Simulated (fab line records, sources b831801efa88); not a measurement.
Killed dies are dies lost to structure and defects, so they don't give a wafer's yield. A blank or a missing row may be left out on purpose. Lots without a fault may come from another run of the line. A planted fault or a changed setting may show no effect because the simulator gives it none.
fab line records | flow sky130
record lots=12 wafers=36 last_day=50
route steps=708 shown GATE_OXIDE@188 METAL1@454 VIA1@460 VIA2@529
lots that met no fault: from a run of the same line without faults
start_h: hours from the record's first day to the start of the lot's first wafer shown | wait_h: hours since the lot's step before | " the same as in the row above | L1.1+2: a row that stands for several wafers | - no value, or no start given | * or withheld: withheld | < > ~ a bound
route shown NAME@n: a module of which the file shows steps, and the number in the route of the first | usual: mean/standard deviation of fault-free wafers | same: alike in all rows | chamber/n: place in a boat | sites: the reading at each site | _std_site: their standard deviation | _edge_site: outer sites' mean less inner sites' | radius_mm: how far each site lies from the wafer's centre | mask NAME#n: copy n | behind: the tool/chamber that last shaped the wafer | hold: why the lot was held/for how many hours/how that ended | device: the transistor (n, p or np) that didn't switch | end of line: the same wafers' tests at the end of the route | a step without rows: its recipe alone | killed: dies lost to structure and defects at the first sort, not the wafer's yield | map: a wafer's dies, x killed, . not, _ none there
set.NAME: the setting as run; set.NAME@STEP: as run at that earlier step | model.NAME: the simulator's own value behind a step, which no gauge read
steps of the route over a sample of lots; a table a step, a row a wafer
services: from which hour (start_h, from the record's first day; less than 0 if before it) a tool's chamber was out of use, for how many hours, and why
## steps
# step SKY_GATE_OXIDE_OXIDATION_01
# recipe temp_c=900 ambient=O2 stabilise_s=600 purge_s=300 target_thk_a=102.68 ox_time_s=1473
# usual spike_tc_centre_C=900.8/1.1 spike_tc_top_C=913.4/1.8 spike_tc_upper_C=901.8/1.1 zone_power_centre_pct=18.68/0.24 zone_power_upper_pct=19.6/0.37
# same ox_time_s=1473
# columns lot.wafer tool chamber start_h wait_h spike_tc_centre_C spike_tc_top_C spike_tc_upper_C zone_power_centre_pct zone_power_upper_pct
L942.1 furnace-02 0 294.29 0.4 899.8 911.4 898.6 18.84 19.3
L942.4 " 0 " " 900.9 912.4 902.8 19.18 19.4
L942.6 " 0 " " 901.1 910.7 900.8 18.79 19.3
L944.2 furnace-02 0 309.71 2.3 901.1 913.2 904.4 18.70 19.3
L944.3 " 0 " " 900.6 911.6 902.6 18.89 19.5
L944.5 " 0 " " 900.4 912.8 900.3 18.82 19.1
L945.1 furnace-02 0 312.62 1.3 901.7 911.7 899.1 18.58 19.2
L945.2 " 0 " " 903.6 911.3 900.7 18.92 19.5
L945.6 " 0 " " 901.5 911.7 901.5 18.94 19.4
L947.2 furnace-01 0 335.22 0.0 901.1 915.0 902.2 18.32 20.2
L947.3 " 0 " " 900.2 917.2 902.3 18.81 20.1
L947.4 " 0 " " 899.6 914.8 899.5 18.39 20.1
L949.4 furnace-02 0 352.55 0.3 900.9 912.7 900.2 18.62 19.2
L949.5 " 0 " " 901.0 911.3 901.7 18.92 19.0
L949.6 " 0 " " 901.9 910.8 903.1 18.99 19.1
L950.2 furnace-02 0 359.11 0.0 900.9 911.9 901.6 18.82 19.4
L950.4 " 0 " " 900.9 911.0 901.5 18.73 19.5
L950.6 " 0 " " 901.2 911.1 901.4 18.60 19.0
L953.2 furnace-02 0 380.27 1.0 900.3 911.3 901.5 18.86 19.5
L953.4 " 0 " " 900.0 913.3 900.3 18.89 19.0
L953.5 " 0 " " 900.4 911.6 899.9 18.77 19.6
L955.1 furnace-02 0 397.51 0.2 899.5 909.8 901.6 18.97 19.6
L955.3 " 0 " " 899.7 911.5 902.3 19.03 19.5
L955.6 " 0 " " 900.2 911.8 902.7 18.83 19.3
L956.3 furnace-02 0 412.98 0.9 873.8 911.9 904.2 8.87 24.7
L956.4 " 0 " " 874.3 911.8 906.3 8.80 24.6
L956.5 " 0 " " 872.0 911.0 905.6 8.86 24.5
L957.3 furnace-01 0 418.42 0.0 900.2 914.6 901.7 18.55 19.7
L957.4 " 0 " " 900.3 916.0 902.4 18.18 19.9
L957.6 " 0 " " 902.8 913.7 901.9 18.55 19.9
L959.3 furnace-02 0 428.61 0.0 873.6 912.0 905.0 8.76 24.9
L959.4 " 0 " " 873.0 912.5 904.5 8.98 24.5
L959.5 " 0 " " 872.6 910.8 904.9 8.81 25.0
L964.3 furnace-01 0 487.90 0.0 902.1 914.6 901.0 18.29 20.2
L964.4 " 0 " " 901.9 913.4 902.7 18.63 20.1
L964.5 " 0 " " 901.2 913.3 902.5 18.45 20.0
# step SKY_GATE_OXIDE_THK_MEAS_02
# recipe reads=SiO2_of_GATE_OXIDE_OXIDATION_01
# usual GATE_OXIDE_OXIDATION_00_THK=10.33/0.17
# columns lot.wafer tool chamber start_h wait_h GATE_OXIDE_OXIDATION_00_THK[nm]
L942.1 film_metro-04 - 295.70 0.0 10.71
L942.4 " - " " 10.64
L942.6 " - " " 10.50
L944.2 film_metro-01 - 311.13 0.0 10.17
L944.3 " - " " 10.22
L944.5 " - " " 10.07
L945.1 film_metro-01 - 314.03 0.0 10.17
L945.2 " - " " 10.41
L945.6 " - " " 10.35
L947.2 film_metro-01 - 336.64 0.0 10.04
L947.3 " - " " 10.00
L947.4 " - " " 10.10
L949.4 film_metro-01 - 353.99 0.0 10.36
L949.5 " - " " 10.21
L949.6 " - " " 10.35
L950.2 film_metro-04 - 360.53 0.0 10.34
L950.4 " - " " 10.10
L950.6 " - " " 10.33
L953.2 film_metro-04 - 381.69 0.0 10.54
L953.4 " - " " 10.15
L953.5 " - " " 10.43
L955.1 film_metro-04 - 398.92 0.0 10.05
L955.3 " - " " 10.10
L955.6 " - " " 10.33
L956.3 film_metro-04 - 414.41 0.0 9.44
L956.4 " - " " 9.40
L956.5 " - " " 9.44
L957.3 film_metro-01 - 419.85 0.0 10.44
L957.4 " - " " 10.30
L957.6 " - " " 10.37
L959.3 film_metro-03 - 430.04 0.0 9.90
L959.4 " - " " 9.98
L959.5 " - " " 9.53
L964.3 film_metro-04 - 489.33 0.0 10.27
L964.4 " - " " 10.40
L964.5 " - " " 10.33
# step SKY_METAL1_STRIP_20
# recipe chemistry=O2/N2 power_w=1400 pressure_mtorr=1500 platen_temp_c=withheld o2_flow_sccm=3000 n2_flow_sccm=300 overash_fraction=0.5
# usual drypump_motor_current_A=6.06/0.22 oes_product_au=0.344/0.0055 strip_time_to_endpoint_s=2.73/0.051
# columns lot.wafer tool chamber start_h wait_h drypump_motor_current_A oes_product_au rf_hours_counter_h strip_time_to_endpoint_s
L942.1 plasma_asher-03 1 775.24 0.1 6.19 0.341 62 2.66
L942.4 " 1 " " 6.16 0.341 - 2.66
L942.6 " 0 " " 5.72 0.331 - 2.69
L944.2 plasma_asher-02 1 795.28 0.1 6.31 0.346 101 2.68
L944.3 " 0 " " 6.05 0.340 - 2.75
L944.5 " 0 " " 6.09 0.343 - 2.73
L945.1 plasma_asher-04 1 796.27 0.1 6.10 0.349 38 2.74
L945.2 " 0 " " 6.21 0.340 38 2.64
L945.6 " 0 " " 6.22 0.342 - 2.61
L947.2 plasma_asher-02 0 819.32 0.1 6.07 0.341 103 2.73
L947.3 " 0 " " 6.11 0.342 - 2.77
L947.4 " 1 " " 6.33 0.336 - 2.84
L949.4 plasma_asher-03 1 832.61 0.1 6.19 0.339 - 2.73
L949.5 " 0 " " 5.70 0.339 - 2.73
L949.6 " 1 " " 6.19 0.342 - 2.70
L950.2 plasma_asher-04 0 838.02 0.1 6.20 0.360 41 2.83
L950.4 " 1 " " 6.11 0.350 - 2.83
L950.6 " 1 " " 6.12 0.342 - 2.73
L953.2 plasma_asher-04 1 860.09 0.1 6.11 0.338 43 2.72
L953.4 " 0 " " 6.25 0.347 - 2.69
L953.5 " 1 " " 6.09 0.338 - 2.70
L955.1 plasma_asher-02 1 873.82 0.1 6.28 0.340 109 2.71
L955.3 " 1 " " 6.31 0.344 - 2.73
L955.6 " 0 " " 6.06 0.350 - 2.68
L956.3 plasma_asher-03 0 890.13 0.1 5.70 0.349 - 2.75
L956.4 " 1 " " 6.17 0.342 - 2.62
L956.5 " 0 " " 5.70 0.337 - 2.66
L957.3 plasma_asher-03 1 897.71 0.1 6.18 0.343 - 2.72
L957.4 " 0 " " 5.70 0.343 - 2.73
L957.6 " 1 " " 6.16 0.340 - 2.71
L959.3 plasma_asher-03 0 900.91 0.1 5.72 0.336 - 2.71
L959.4 " 1 " " 6.16 0.336 - 2.76
L959.5 " 1 " " 6.17 0.344 - 2.77
L964.3 plasma_asher-03 0 948.26 0.1 5.70 0.342 - 2.72
L964.4 " 1 " " 6.18 0.334 - 2.74
L964.5 " 1 " " 6.18 0.333 - 2.76
# step SKY_VIA1_CMP_02
# recipe material=SiO2 down_force_psi=4 platen_rpm=60 pad_velocity_m_s=0.94248
# usual motor_current_A=12.8/0.79 slurry_filter_dp_kPa=13.49/0.15
# columns lot.wafer tool chamber start_h wait_h motor_current_A slurry_filter_dp_kPa
L942.4 cmp-01 3 776.20 0.2 12.8 13.80
L942.1 " 2 " " 13.7 13.26
L942.6 " 0 " " 13.4 13.68
L944.2 cmp-02 1 796.15 0.1 11.2 13.57
L944.3 " 2 " " 12.5 13.72
L944.5 " 3 " " 13.2 13.57
L945.1 cmp-02 3 797.03 0.1 12.9 13.36
L945.2 " 0 " " 13.3 13.45
L945.6 " 0 " " 13.5 13.44
L947.3 cmp-02 3 820.08 0.0 13.4 13.57
L947.4 " 0 " " 13.6 13.48
L947.2 " 1 " " 11.4 13.84
L949.4 cmp-01 1 833.34 0.0 13.1 13.58
L949.6 " 1 " " 12.9 13.92
L949.5 " 2 " " 12.8 13.34
L950.4 cmp-02 2 838.82 0.0 11.3 13.49
L950.2 " 0 " " 13.4 13.28
L950.6 " 2 " " 11.6 13.51
L953.4 cmp-02 0 860.90 0.0 13.2 13.35
L953.2 " 3 " " 13.1 13.50
L953.5 " 1 " " 11.2 13.60
L955.3 cmp-02 0 875.36 0.7 13.9 13.71
L955.1 " 1 " " 11.6 13.36
L955.6 " 1 " " 11.7 13.62
L956.4 cmp-02 0 890.95 0.0 13.5 13.59
L956.3 " 3 " " 12.9 13.17
L956.5 " 0 " " 13.2 13.42
L957.3 cmp-01 2 898.50 0.0 13.6 13.45
L957.4 " 1 " " 13.3 13.52
L957.6 " 2 " " 13.4 13.59
L959.4 cmp-01 1 902.31 0.2 13.6 13.33
L959.3 " 3 " " 12.4 13.43
L959.5 " 1 " " 12.8 13.51
L964.3 cmp-02 1 949.09 0.1 11.3 13.51
L964.4 " 3 " " 12.8 13.61
L964.5 " 1 " " 10.9 13.23
# step SKY_VIA2_RS_MEAS_22
# recipe thk_meas_gauge=four-point-probe reads=W_of_VIA2_CVD_21+TiN_of_VIA2_SPUTTER_20
# usual VIA2_W_RS=0.276/0.0032
# columns lot.wafer tool chamber start_h wait_h VIA2_W_RS[ohm/sq]
L942.1 film_metro-04 - 858.90 0.1 0.272
L942.4 " - " " 0.271
L942.6 " - " " 0.274
L944.2 film_metro-04 - 879.06 0.1 0.281
L944.3 " - " " 0.277
L944.5 " - " " 0.276
L945.1 film_metro-02 - 879.44 0.1 0.274
L945.2 " - " " 0.274
L945.6 " - " " 0.275
L947.2 film_metro-01 - 903.51 0.1 0.274
L947.3 " - " " 0.274
L947.4 " - " " 0.275
L949.4 film_metro-02 - 914.84 0.1 0.273
L949.5 " - " " 0.274
L949.6 " - " " 0.273
L950.2 film_metro-04 - 921.26 0.1 0.279
L950.4 " - " " 0.275
L950.6 " - " " 0.276
L953.2 film_metro-04 - 941.44 0.1 0.273
L953.4 " - " " 0.273
L953.5 " - " " 0.272
L955.1 film_metro-04 - 954.17 0.1 0.273
L955.3 " - " " 0.271
L955.6 " - " " 0.274
L956.3 film_metro-01 - 969.23 0.1 0.279
L956.4 " - " " 0.273
L956.5 " - " " 0.280
L957.3 film_metro-02 - 977.31 0.1 0.272
L957.4 " - " " 0.276
L957.6 " - " " 0.271
L959.3 film_metro-04 - 980.34 0.1 0.276
L959.4 " - " " 0.279
L959.5 " - " " 0.278
L964.3 film_metro-04 - 1024.85 0.1 0.280
L964.4 " - " " 0.280
L964.5 " - " " 0.280
## services
# columns tool chamber start_h hours kind
cmp-02 - 275.26 1.5 repair
furnace-02 - 298.46 3.9 pm
cmp-02 - 344.58 0.8 repair
cmp-02 - 352.69 2.4 repair
cmp-02 - 357.80 3.6 pm
cmp-02 - 362.44 1.7 repair
furnace-02 - 465.83 3.2 pm
furnace-02 - 505.72 3.4 pm
furnace-02 - 512.32 3.8 pm
cmp-02 - 544.16 2.0 repair
cmp-02 - 572.00 4.0 pm
cmp-02 - 612.49 3.1 repair
furnace-02 - 633.70 2.4 pm
cmp-02 - 645.85 2.2 repair
cmp-02 - 662.01 0.3 repair
cmp-02 - 675.43 0.6 repair
cmp-02 - 726.80 4.5 pm
cmp-02 - 763.27 5.4 pm
cmp-02 - 771.91 4.4 repair
furnace-02 - 794.93 4.3 pm
furnace-02 - 801.70 3.5 pm
cmp-02 - 834.26 0.9 repair
cmp-02 - 849.20 1.7 repair
cmp-02 - 912.00 4.0 pm
## key
first_sign step=SKY_GATE_OXIDE_OXIDATION_01 reading=zone_power_centre_pct direction=down sigmas=40 usual=18.68 struck=8.85
effect step=SKY_GATE_OXIDE_OXIDATION_01 reading=spike_tc_centre_C direction=down sigmas=26 usual=900.8 struck=873.2
effect step=SKY_GATE_OXIDE_THK_MEAS_02 reading=GATE_OXIDE_OXIDATION_00_THK direction=down sigmas=4.2 usual=10.33 struck=9.61
met_at SKY_GATE_OXIDE_OXIDATION_01
struck_lots L956,L959
tester_left_out L956,L959
not_acting_at SKY_METAL1_STRIP_20,SKY_VIA1_CMP_02,SKY_VIA2_RS_MEAS_22
onset_between 397.51 412.98
fault kind=process_parameter_drift tool=furnace-02 chamber=- onset_h=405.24 steps=SKY_GATE_OXIDE_OXIDATION_01 channel=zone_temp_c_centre offset=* shape=step end_h=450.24
# tester_left_out: of these lots the tester's yield and bins aren't shown, on N5 and GAA mostly nor the transistor test; their killed dies are dies lost to structure and defects alone, not to doping, threshold or leakage, so they don't give the yield
